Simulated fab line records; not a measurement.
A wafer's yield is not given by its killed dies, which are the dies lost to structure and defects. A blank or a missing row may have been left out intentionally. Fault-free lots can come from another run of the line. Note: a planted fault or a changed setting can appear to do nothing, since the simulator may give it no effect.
Which tool was responsible? || flow sky130 || 40 wafers from 14 lots sampled at 5 of the route's 708 steps

## WHAT EACH GAUGE READ, for each wafer
SKY_PWDE_TW_MEAS_10. Usual: for PWDE_TW the level is 376.1 and the standard deviation is 2.6.
{"lot": "L256", "measured": "day 4 01:06", "on": "film metro-01", "PWDE_TW": "374.7 377.5 377.1", "flag": ""}
{"lot": "L258", "measured": "day 4 16:15", "on": "film metro-01", "PWDE_TW": "375.7 376.6 376.7", "flag": ""}
{"lot": "L260", "measured": "day 5 01:31", "on": "film metro-04", "PWDE_TW": "379.3 378.1 379.4", "flag": ""}
{"lot": "L261", "measured": "day 5 07:12", "on": "film metro-02", "PWDE_TW": "371.6 372.2 373.4", "flag": ""}
{"lot": "L263", "measured": "day 5 15:32", "on": "film metro-02", "PWDE_TW": "371.2 371.9 373.5", "flag": ""}
{"lot": "L265", "measured": "day 6 03:34", "on": "film metro-02", "PWDE_TW": "372.6 372.2 370.8", "flag": ""}
{"lot": "L266", "measured": "day 6 09:18", "on": "film metro-01", "PWDE_TW": "378.7 378.4 377.2", "flag": ""}
{"lot": "L267", "measured": "day 6 14:55", "on": "film metro-01", "PWDE_TW": "378.7 377.6 377.3", "flag": ""}
{"lot": "L268", "measured": "day 6 22:46", "on": "film metro-04", "PWDE_TW": "375.4 374.2 376.9", "flag": ""}
{"lot": "L269", "measured": "day 7 01:27", "on": "film metro-04", "PWDE_TW": "374.3 374.6 374.4", "flag": ""}
{"lot": "L270", "measured": "day 7 10:49", "on": "film metro-01", "PWDE_TW": "378.6 380.8 378.9", "flag": ""}
{"lot": "L272", "measured": "day 7 21:11", "on": "film metro-01", "PWDE_TW": "377.5 379.3", "flag": ""}
{"lot": "L273", "measured": "day 8 03:34", "on": "film metro-02", "PWDE_TW": "377.0 374.3", "flag": ""}
{"lot": "L278", "measured": "day 9 08:04", "on": "film metro-04", "PWDE_TW": "376.2 376.8 374.7", "flag": ""}

SKY_NWELL_OVL_MEAS_10. Usual: for NWELL_00_OVL the level is 0.2 nm and the standard deviation is 1.5.
{"lot": "L256", "measured": "day 4 18:23", "on": "overlay-01", "NWELL_00_OVL (nm)": "-0.1 -2.1 -1.1", "flag": ""}
{"lot": "L258", "measured": "day 5 09:45", "on": "overlay-02", "NWELL_00_OVL (nm)": "0.0 -0.6 -1.0", "flag": ""}
{"lot": "L260", "measured": "day 5 19:38", "on": "overlay-02", "NWELL_00_OVL (nm)": "0.5 -0.1 -0.2", "flag": ""}
{"lot": "L261", "measured": "day 6 02:05", "on": "overlay-02", "NWELL_00_OVL (nm)": "2.2 1.4 0.4", "flag": ""}
{"lot": "L263", "measured": "day 6 10:11", "on": "overlay-01", "NWELL_00_OVL (nm)": "1.4 1.9 3.3", "flag": ""}
{"lot": "L265", "measured": "day 6 22:14", "on": "overlay-02", "NWELL_00_OVL (nm)": "2.1 0.5 -1.5", "flag": ""}
{"lot": "L266", "measured": "day 7 04:09", "on": "overlay-01", "NWELL_00_OVL (nm)": "-1.6 0.2 -0.6", "flag": ""}
{"lot": "L267", "measured": "day 7 10:32", "on": "overlay-01", "NWELL_00_OVL (nm)": "-2.1 -2.0 -0.2", "flag": ""}
{"lot": "L268", "measured": "day 7 18:35", "on": "overlay-01", "NWELL_00_OVL (nm)": "1.5 0.3 1.9", "flag": ""}
{"lot": "L269", "measured": "day 7 21:09", "on": "overlay-02", "NWELL_00_OVL (nm)": "1.6 0.3 0.4", "flag": ""}
{"lot": "L270", "measured": "day 8 06:14", "on": "overlay-02", "NWELL_00_OVL (nm)": "-2.7 -1.1 -0.8", "flag": ""}
{"lot": "L272", "measured": "day 8 17:49", "on": "overlay-01", "NWELL_00_OVL (nm)": "0.2 -0.4", "flag": ""}
{"lot": "L273", "measured": "day 9 00:38", "on": "overlay-01", "NWELL_00_OVL (nm)": "-2.6 -1.5", "flag": ""}
{"lot": "L278", "measured": "day 10 05:14", "on": "overlay-02", "NWELL_00_OVL (nm)": "0.8 3.3 1.5", "flag": ""}

SKY_NWELL_TW_MEAS_15. Usual: for NWELL_TW the level is 1834 and the standard deviation is 12.
{"lot": "L256", "measured": "day 4 18:59", "on": "film metro-04", "NWELL_TW": "1841 1836 1836", "flag": ""}
{"lot": "L258", "measured": "day 5 10:20", "on": "film metro-02", "NWELL_TW": "1804 1806 1806", "flag": ""}
{"lot": "L260", "measured": "day 5 20:13", "on": "film metro-04", "NWELL_TW": "1837 1850 1850", "flag": ""}
{"lot": "L261", "measured": "day 6 02:41", "on": "film metro-04", "NWELL_TW": "1827 1816 1832", "flag": ""}
{"lot": "L263", "measured": "day 6 10:47", "on": "film metro-04", "NWELL_TW": "1832 1835 1830", "flag": ""}
{"lot": "L265", "measured": "day 6 22:49", "on": "film metro-01", "NWELL_TW": "1839 1847 1847", "flag": ""}
{"lot": "L266", "measured": "day 7 04:45", "on": "film metro-02", "NWELL_TW": "1816 1826 1826", "flag": ""}
{"lot": "L267", "measured": "day 7 11:07", "on": "film metro-01", "NWELL_TW": "1836 1853 1840", "flag": ""}
{"lot": "L268", "measured": "day 7 19:10", "on": "film metro-01", "NWELL_TW": "1841 1843 1841", "flag": ""}
{"lot": "L269", "measured": "day 7 21:44", "on": "film metro-02", "NWELL_TW": "1820 1820 1812", "flag": ""}
{"lot": "L270", "measured": "day 8 06:50", "on": "film metro-01", "NWELL_TW": "1834 1838 1849", "flag": ""}
{"lot": "L272", "measured": "day 8 18:25", "on": "film metro-02", "NWELL_TW": "1832 1828", "flag": ""}
{"lot": "L273", "measured": "day 9 01:14", "on": "film metro-02", "NWELL_TW": "1833 1832", "flag": ""}
{"lot": "L278", "measured": "day 10 05:49", "on": "film metro-01", "NWELL_TW": "1834 1845 1836", "flag": ""}

## EACH LOT AND THE TOOL THAT RAN IT (in order: tool; ch and the chambers of the sampled wafers; start)
{"lot": "L256", "SKY_FIELD_ISO_COAT_08": "litho track-03 ch 0, day 2 02:00", "SKY_FIELD_ISO_STRIP_16": "plasma asher-02 ch 0,1, day 2 10:03"}
{"lot": "L258", "SKY_FIELD_ISO_COAT_08": "litho track-03 ch 0, day 2 13:00", "SKY_FIELD_ISO_STRIP_16": "plasma asher-03 ch 0,1, day 2 21:29"}
{"lot": "L260", "SKY_FIELD_ISO_COAT_08": "litho track-01 ch 0, day 2 21:00", "SKY_FIELD_ISO_STRIP_16": "plasma asher-04 ch 0,1, day 3 06:55"}
{"lot": "L261", "SKY_FIELD_ISO_COAT_08": "litho track-03 ch 0, day 3 06:00", "SKY_FIELD_ISO_STRIP_16": "plasma asher-02 ch 0,1, day 3 14:56"}
{"lot": "L263", "SKY_FIELD_ISO_COAT_08": "litho track-02 ch 0, day 3 13:00", "SKY_FIELD_ISO_STRIP_16": "plasma asher-03 ch 0,1, day 3 21:49"}
{"lot": "L265", "SKY_FIELD_ISO_COAT_08": "litho track-03 ch 0, day 3 23:00", "SKY_FIELD_ISO_STRIP_16": "plasma asher-03 ch 0,1, day 4 08:19"}
{"lot": "L266", "SKY_FIELD_ISO_COAT_08": "litho track-02 ch 0, day 4 05:00", "SKY_FIELD_ISO_STRIP_16": "plasma asher-04 ch 0,1, day 4 14:08"}
{"lot": "L267", "SKY_FIELD_ISO_COAT_08": "litho track-02 ch 0, day 4 09:00", "SKY_FIELD_ISO_STRIP_16": "plasma asher-04 ch 0,1, day 4 19:09"}
{"lot": "L268", "SKY_FIELD_ISO_COAT_08": "litho track-03 ch 0, day 4 15:00", "SKY_FIELD_ISO_STRIP_16": "plasma asher-04 ch 0,1, day 5 00:06"}
{"lot": "L269", "SKY_FIELD_ISO_COAT_08": "litho track-02 ch 0, day 4 19:00", "SKY_FIELD_ISO_STRIP_16": "plasma asher-04 ch 0,1, day 5 05:11"}
{"lot": "L270", "SKY_FIELD_ISO_COAT_08": "litho track-03 ch 0, day 5 00:00", "SKY_FIELD_ISO_STRIP_16": "plasma asher-02 ch 0,1, day 5 10:19"}
{"lot": "L272", "SKY_FIELD_ISO_COAT_08": "litho track-02 ch 0, day 5 12:00", "SKY_FIELD_ISO_STRIP_16": "plasma asher-02 ch 1, day 5 21:29"}
{"lot": "L273", "SKY_FIELD_ISO_COAT_08": "litho track-02 ch 0, day 5 17:00", "SKY_FIELD_ISO_STRIP_16": "plasma asher-02 ch 0, day 6 03:22"}
{"lot": "L278", "SKY_FIELD_ISO_COAT_08": "litho track-03 ch 0, day 6 19:00", "SKY_FIELD_ISO_STRIP_16": "plasma asher-04 ch 0,1, day 7 06:04"}
- SKY_FIELD_ISO_COAT_08: resist thk 450 nm.
- SKY_FIELD_ISO_STRIP_16: strips in O2/N2.

## WHAT THE TOOLS THEMSELVES READ (means of the sampled wafers that have a number; where no wafer has one, the mark that the record gives instead)
SKY_FIELD_ISO_STRIP_16. Usual: drypump motor current A 5.56 A, standard deviation 0.13; oes product au 0.379 a.u., standard deviation 0.0044; strip time to endpoint s 3.57 s, standard deviation 0.038.
{"lot": "L256", "tool": "plasma asher-02", "drypump motor current A (A)": 5.42, "oes product au (a.u.)": 0.379, "strip time to endpoint s (s)": 3.53, "flag": ""}
{"lot": "L258", "tool": "plasma asher-03", "drypump motor current A (A)": 5.67, "oes product au (a.u.)": 0.378, "strip time to endpoint s (s)": 3.59, "flag": ""}
{"lot": "L260", "tool": "plasma asher-04", "drypump motor current A (A)": 5.60, "oes product au (a.u.)": 0.379, "strip time to endpoint s (s)": 3.57, "flag": ""}
{"lot": "L261", "tool": "plasma asher-02", "drypump motor current A (A)": 5.42, "oes product au (a.u.)": 0.380, "strip time to endpoint s (s)": 3.63, "flag": ""}
{"lot": "L263", "tool": "plasma asher-03", "drypump motor current A (A)": 5.63, "oes product au (a.u.)": 0.380, "strip time to endpoint s (s)": 3.58, "flag": ""}
{"lot": "L265", "tool": "plasma asher-03", "drypump motor current A (A)": 5.69, "oes product au (a.u.)": 0.382, "strip time to endpoint s (s)": 3.59, "flag": ""}
{"lot": "L266", "tool": "plasma asher-04", "drypump motor current A (A)": 5.52, "oes product au (a.u.)": 0.378, "strip time to endpoint s (s)": 3.56, "flag": ""}
{"lot": "L267", "tool": "plasma asher-04", "drypump motor current A (A)": 5.58, "oes product au (a.u.)": 0.380, "strip time to endpoint s (s)": 3.57, "flag": ""}
{"lot": "L268", "tool": "plasma asher-04", "drypump motor current A (A)": 5.59, "oes product au (a.u.)": 0.379, "strip time to endpoint s (s)": 3.55, "flag": ""}
{"lot": "L269", "tool": "plasma asher-04", "drypump motor current A (A)": 5.49, "oes product au (a.u.)": 0.374, "strip time to endpoint s (s)": 3.38, "flag": "OFF"}
{"lot": "L270", "tool": "plasma asher-02", "drypump motor current A (A)": 5.52, "oes product au (a.u.)": 0.380, "strip time to endpoint s (s)": 3.60, "flag": ""}
{"lot": "L272", "tool": "plasma asher-02", "drypump motor current A (A)": 5.58, "oes product au (a.u.)": 0.357, "strip time to endpoint s (s)": 3.03, "flag": "OFF"}
{"lot": "L273", "tool": "plasma asher-02", "drypump motor current A (A)": 5.35, "oes product au (a.u.)": 0.365, "strip time to endpoint s (s)": 3.28, "flag": "OFF"}
{"lot": "L278", "tool": "plasma asher-04", "drypump motor current A (A)": 5.59, "oes product au (a.u.)": 0.383, "strip time to endpoint s (s)": 3.55, "flag": ""}

## THE ANSWER, worked out from the rows above alone
Rule: a lot is off if the mean of its wafers that have a number lies more than 3 standard deviations from the usual mean. A lot without any number at a reading at which 4 lots or more have one is off too. The other lots that the step has rows for count as sound. After the gauges, taken in route order, come the tools' own readings; for these a lot's mean is taken, as printed above. At the first step where some lot is off, the reading lying furthest off is the one used; lots without a number count as furthest.
Off at SKY_FIELD_ISO_STRIP_16 (strip time to endpoint s): L269, L272, L273.
If a tool, at that step or one of the process steps before it, ran each lot that is off and ran no sound lot following the first of them, it fits. One fits: SKY_FIELD_ISO_COAT_08 on litho track-02. A fault onset in the window from L267 (day 4 09:00, its last sound lot) to L269 (day 4 19:00, its first lot off) fits.

## WHAT HAD BEEN PUT IN BY THE SIMULATOR
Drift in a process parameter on litho track-02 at SKY_FIELD_ISO_COAT_08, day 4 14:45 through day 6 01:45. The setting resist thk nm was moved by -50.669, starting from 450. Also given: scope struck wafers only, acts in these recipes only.
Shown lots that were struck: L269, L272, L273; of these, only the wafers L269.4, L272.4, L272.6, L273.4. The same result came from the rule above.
